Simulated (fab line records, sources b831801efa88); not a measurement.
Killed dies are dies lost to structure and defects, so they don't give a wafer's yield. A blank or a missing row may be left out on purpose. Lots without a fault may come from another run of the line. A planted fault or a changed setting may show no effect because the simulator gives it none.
One fault seen from 2 desks | flow gf180mcu | each desk has only its own numbers; what lay behind them comes last

THE TOOL OWNER'S DESK: rie_diel-04
The tool's own readings at GF_STI_ETCH_13 (etches the open film in CHF3/O2, stops on Si, target depth 282.31 nm, time 112.9 s): means of the sampled wafers that have a number, for each lot that ran on this tool. A lot is out of limits, marked OUT, if its mean lies more than 4 standard deviations from the usual mean; the brackets give that distance.
Columns: A = O2_flow_sccm at GF_STI_ETCH_13, usual 4.999 sccm; B = drypump_motor_current_A at GF_STI_ETCH_13, usual 5.9 A; C = oes_product_au at GF_STI_ETCH_13, usual 0.830 a.u.; D = throttle_valve_pct at GF_STI_ETCH_13, usual 8.810 %
lot  | first seen here | A     | B   | C     | D
L804 | day 2 03:35     | 4.996 | 5.7 | 0.823 | 8.813
L808 | day 2 23:44     | 5.008 | 5.7 | 0.833 | 8.812
L809 | day 3 05:12     | 5.000 | 5.7 | 0.835 | 8.798
L810 | day 3 08:59     | 5.008 | 5.7 | 0.825 | 8.801
L827 | day 7 00:58     | 4.987 | 5.7 | 0.830 | 8.810
This desk's finding: nothing out of limits on any of the 5 lots.

THE METROLOGY DESK
What the gauges read, lot by lot, whatever tool the lot ran on: means of the sampled wafers that have a number. A lot is out of limits, marked OUT, if its mean lies more than 4 standard deviations from the usual mean; the brackets give that distance.
Columns: A = NWELL_OVL at GF_NWELL_OVL_MEAS_07, usual -0.3 nm
lot  | first seen here | A
L804 | day 3 16:17     | 1.0
L806 | day 3 22:25     | 0.0
L807 | day 4 06:52     | -0.9
L808 | day 4 08:31     | 1.5
L809 | day 4 15:04     | 2.3
L810 | day 4 19:10     | 0.4
L821 | day 7 06:04     | -1.5
L822 | day 7 12:26     | -0.4
L824 | day 7 22:40     | 0.2
L827 | day 8 16:11     | 0.9
This desk's finding: nothing out of limits on any of the 10 lots.

PUT TOGETHER
The tool owner's desk saw nothing out of limits.
The metrology desk saw nothing out of limits.

WHAT THE SIMULATOR HAD PUT IN
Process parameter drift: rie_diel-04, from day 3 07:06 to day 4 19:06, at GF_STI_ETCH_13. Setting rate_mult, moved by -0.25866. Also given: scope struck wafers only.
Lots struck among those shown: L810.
